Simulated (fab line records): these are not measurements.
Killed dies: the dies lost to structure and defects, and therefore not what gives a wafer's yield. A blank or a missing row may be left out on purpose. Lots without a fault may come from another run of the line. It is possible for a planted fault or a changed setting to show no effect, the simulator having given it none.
Which of the tools did it? -- flow gf180mcu -- Sampling: 11 lots, 33 wafers, 3 of 602 route steps

== WHAT THE GAUGES READ, wafer by wafer ==
GF_TOP_METAL_CD_MEAS_14: target cd 440 nm. Usual: 440.4 nm for cdNm, sd 2.8.
lot,measured,on,cdNm (nm),flag
L241,day 28 01:43,cdSem-02,439.7 438.6 440.0,
L243,day 28 17:47,cdSem-01,439.1 437.2 438.1,
L245,day 29 09:16,cdSem-01,438.9 435.8 433.7,
L246,day 29 20:16,cdSem-02,441.0 441.6 442.5,
L247,day 30 08:46,cdSem-01,443.0 443.6 443.5,
L251,day 31 12:05,cdSem-02,439.1 435.9 437.5,
L255,day 32 07:10,cdSem-02,441.4 442.8 441.1,
L257,day 32 18:32,cdSem-02,443.8 445.4 445.0,
L259,day 33 09:41,cdSem-01,442.5 440.5 442.4,
L260,day 33 13:19,cdSem-01,440.9 443.4 442.6,
L263,day 34 07:41,cdSem-01,436.9 438.8 436.4,

== TOOL THAT RAN EACH LOT (tool first, then ch and the chambers of the sampled wafers, then the start) ==
lot,GF_M5_ETCH_09,GF_M5_STRIP_11
L241,"rieDiel-03 ch 1,2,3, day 26 07:31","plasmaAsher-02 ch 0,1, day 26 07:43"
L243,"rieDiel-02 ch 2,3, day 26 22:38","plasmaAsher-04 ch 0,1, day 26 22:47"
L245,"rieDiel-03 ch 2,3, day 27 15:44","plasmaAsher-04 ch 0,1, day 27 15:53"
L246,"rieDiel-01 ch 1,2, day 28 03:14","plasmaAsher-03 ch 0,1, day 28 03:23"
L247,"rieDiel-03 ch 1,2,3, day 28 15:50","plasmaAsher-02 ch 0,1, day 28 16:02"
L251,"rieDiel-01 ch 1,2,3, day 29 20:41","plasmaAsher-02 ch 0,1, day 29 20:50"
L255,"rieDiel-01 ch 0,2,3, day 30 17:29","plasmaAsher-04 ch 0,1, day 30 17:38"
L257,"rieDiel-03 ch 0,3, day 31 05:41","plasmaAsher-02 ch 0,1, day 31 05:52"
L259,"rieDiel-02 ch 0,3, day 31 22:08","plasmaAsher-04 ch 0,1, day 31 22:19"
L260,"rieDiel-03 ch 1,2,3, day 32 01:11","plasmaAsher-03 ch 0,1, day 32 01:23"
L263,"rieDiel-02 ch 0,1, day 32 22:08","plasmaAsher-02 ch 0,1, day 32 22:17"
- GF_M5_ETCH_09: etches Si3N4 in CF4/O2, target depth 52 nm, time 11.6 s.
- GF_M5_STRIP_11: strips in O2/N2.

== WHAT THE TOOLS THEMSELVES READ (means of the sampled wafers that have a number; where no wafer has one, the mark that the record gives instead) ==
GF_M5_ETCH_09. Usual: chamberPressureMTorr 149.99 mTorr, standard deviation 0.15; drypumpMotorCurrentA 5.5 A, standard deviation 0.36; oesProductAu 1.000 a.u., standard deviation 0.015; throttleValvePct 5.969 %, standard deviation 0.0095.
lot,tool,chamberPressureMTorr (mTorr),drypumpMotorCurrentA (A),oesProductAu (a.u.),throttleValvePct (%),flag
L241,rieDiel-03,149.92,5.2,0.994,5.958,
L243,rieDiel-02,149.90,5.6,1.009,5.968,
L245,rieDiel-03,149.91,5.4,0.993,5.968,
L246,rieDiel-01,149.92,5.7,0.999,5.961,
L247,rieDiel-03,150.08,5.2,0.992,5.971,
L251,rieDiel-01,150.02,5.7,1.001,5.975,
L255,rieDiel-01,149.94,5.7,0.994,5.969,
L257,rieDiel-03,149.97,5.7,1.011,5.979,
L259,rieDiel-02,150.09,5.7,1.015,5.972,
L260,rieDiel-03,150.01,5.2,1.006,5.973,
L263,rieDiel-02,149.88,5.5,0.993,5.963,

GF_M5_STRIP_11. Usual: chamberPressureMTorr 1500.0 mTorr, standard deviation 1.4; drypumpMotorCurrentA 5.6 A, standard deviation 0.33; heaterPowerW 318 W, standard deviation 21; oesProductAu 0.522 a.u., standard deviation 0.0052; stripTimeToEndpointS 7.03 s, standard deviation 0.037.
lot,tool,chamberPressureMTorr (mTorr),drypumpMotorCurrentA (A),heaterPowerW (W),oesProductAu (a.u.),stripTimeToEndpointS (s),flag
L241,plasmaAsher-02,1500.4,5.6,330,0.520,7.03,
L243,plasmaAsher-04,1499.1,5.7,300,0.523,7.02,
L245,plasmaAsher-04,1500.8,5.7,300,0.528,7.06,
L246,plasmaAsher-03,1499.0,5.3,349,0.516,7.04,
L247,plasmaAsher-02,1499.3,5.6,324,0.523,7.05,
L251,plasmaAsher-02,1500.3,5.6,326,0.519,7.03,
L255,plasmaAsher-04,1500.6,6.0,297,0.524,7.07,
L257,plasmaAsher-02,1500.2,5.6,324,0.525,7.03,
L259,plasmaAsher-04,1500.8,5.7,300,0.522,7.07,
L260,plasmaAsher-03,1500.0,5.3,334,0.520,6.99,
L263,plasmaAsher-02,1500.0,5.6,329,0.526,7.09,

== THE ANSWER, worked out from the rows above alone ==
Rule: a lot is off if the mean of its wafers that have a number lies more than 3 standard deviations from the usual mean. Also off: a lot with no number at a reading for which 4 or more lots have one. Any other lot the step has rows for is counted as sound. After the gauges, taken in route order, come the tools' own readings; for these a lot's mean is taken, as printed above. At the first step where some lot is off, the reading lying furthest off is the one used; lots without a number count as furthest.
None of the lots is off at any reading shown; this tells nothing.

== WHAT THE SIMULATOR PUT IN ==
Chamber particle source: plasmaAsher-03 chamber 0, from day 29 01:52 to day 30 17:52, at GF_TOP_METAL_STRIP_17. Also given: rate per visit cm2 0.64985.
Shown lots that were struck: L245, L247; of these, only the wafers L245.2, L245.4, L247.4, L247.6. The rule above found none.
